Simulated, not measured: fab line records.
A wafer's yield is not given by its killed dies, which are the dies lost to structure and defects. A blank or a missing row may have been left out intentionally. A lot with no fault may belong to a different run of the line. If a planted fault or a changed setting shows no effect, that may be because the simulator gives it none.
8D (eight disciplines) problem report, filled in by code    flow sky130    the parts of the form that need people (team, actions taken, sign-off) are left out

## 1. THE PROBLEM
At SKY_PAD_OPEN_PROBE_99, killedAtContacts averages 74 over 6 wafers from 2 lots, while fault-free wafers read 24, standard deviation 5.1. That puts it +9.9 standard deviations away from the usual mean.
First observed at day 50 04:47: wafer L191.1, on prober-02. Wafers with a number at this step in the record: 6, from 2 lots. Rule for "out", or "out of limits": more than 4 standard deviations from the usual mean. All remaining wafers that have a number are taken as sound.

## 2. WHAT THIS IS AND IS NOT
question                     is                      is not
which readings at this step  killedAtContacts        killed_at_M4_up, killedAtFrontEnd, killedAtOther, killedOpen
which lots                   L191, L194              -
which wafers of those lots   all that have a number  -
read on which tools          prober-02               -
when                         from day 50 04:47       up to then (0 sound wafers)

## 3. THE SUSPECTS, EACH WITH WHAT RULES IT OUT
Counting: a tool at a process step up to the reading stays a suspect if it ran every lot that is out and no sound lot after the first of them.
- wetBench-01 at SKY_CONTACT_CLEAN_22 (cleans in O3/DIW): kept. It ran every lot that is out, first L191 (day 37 18:21), and no sound lot after that.
- prober-02 at SKY_PAD_OPEN_PROBE_99: kept. It ran every lot that is out, first L191 (day 50 04:47), and no sound lot after that. On those wafers its own readings are out: killedAtContacts.
Remaining after the count are wetBench-01 at SKY_CONTACT_CLEAN_22 and prober-02 at SKY_PAD_OPEN_PROBE_99.

## 4. THE CAUSE (what the simulator had put in)
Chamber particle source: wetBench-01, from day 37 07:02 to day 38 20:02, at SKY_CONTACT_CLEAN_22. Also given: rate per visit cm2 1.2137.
Of the 2 suspects that counting leaves, this tool is one.

## 5. THE CHAIN OF EFFECTS, in route order
Each row: a reading where the mean over the struck wafers with a number is more than 3 standard deviations away from the usual. Readings are gone through only where the record gives a usual standard deviation; hours: the median, over the lots, of the time from a lot's start at the first step in this table giving one to that lot's start at this step; sigmas: the change measured in usual standard deviations.
hours  step                   reading           usual  on struck wafers  change  sigmas
0      SKY_PAD_OPEN_PROBE_99  killedAtContacts  24     74                +50     +9.9
0      SKY_PAD_OPEN_PROBE_99  killedDies        85     132               +47     +5.3
Process steps it contains:
- SKY_PAD_OPEN_PROBE_99

## 6. WHAT WOULD HAVE CAUGHT IT SOONER
In this record the first reading out of limits was taken at day 50 04:47, 310 hours after the fault began at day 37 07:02.
By day 50 04:47, every lot that is out (2) had started SKY_CONTACT_CLEAN_22 on wetBench-01. Holding the tool at that point would not have protected any of them.
